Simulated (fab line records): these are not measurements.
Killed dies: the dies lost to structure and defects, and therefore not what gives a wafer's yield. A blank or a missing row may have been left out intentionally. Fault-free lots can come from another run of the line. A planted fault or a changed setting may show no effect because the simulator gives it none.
The tool behind it: which one? + flow gf180mcu + 7 lots, 21 wafers sampled, at 1 step of a route of 602

== WHAT THE GAUGES SHOWED, per wafer ==
GF_V3_OVL_MEAS_15.
| lot  | measured     | on         | V3_OVL (nm) |
|------|--------------|------------|-------------|
| L267 | day 22 15:29 | overlay-01 | -3 2 2      |
| L276 | day 25 22:31 | overlay-01 | -3 -5 0     |
| L279 | day 26 20:28 | overlay-02 | 1 -8 -1     |
| L281 | day 27 14:22 | overlay-02 | -11 -4 -12  |
| L284 | day 28 05:05 | overlay-02 | -3 -4 -6    |
| L286 | day 28 22:09 | overlay-02 | 5 0 2       |
| L289 | day 29 20:18 | overlay-02 | -6 -10 -5   |

== TOOL THAT RAN EACH LOT (tool first, then ch and the chambers of the sampled wafers, then the start) ==
The record shows no process step preceding these readings.

== THE ANSWER, worked out from the rows above alone ==
Rule: the lots themselves supply what counts as usual. The widest of any qualifying gaps counts: lots, ordered by their means at a reading, are off when they make up no more than a third of the lots, leave a main group of 4 or more, and stand apart from it by 3 or more times the standard deviation of that group's means. If all means in a main group match to the digits the tables above print for the reading, that group is not used. Also off: a lot with no number at a reading for which 4 or more lots have one. Where the step has rows for the other lots, those lots are counted as sound.
No lot is off on any of the readings shown, so nothing can be concluded from this.

== WHAT WAS PUT IN BY THE SIMULATOR ==
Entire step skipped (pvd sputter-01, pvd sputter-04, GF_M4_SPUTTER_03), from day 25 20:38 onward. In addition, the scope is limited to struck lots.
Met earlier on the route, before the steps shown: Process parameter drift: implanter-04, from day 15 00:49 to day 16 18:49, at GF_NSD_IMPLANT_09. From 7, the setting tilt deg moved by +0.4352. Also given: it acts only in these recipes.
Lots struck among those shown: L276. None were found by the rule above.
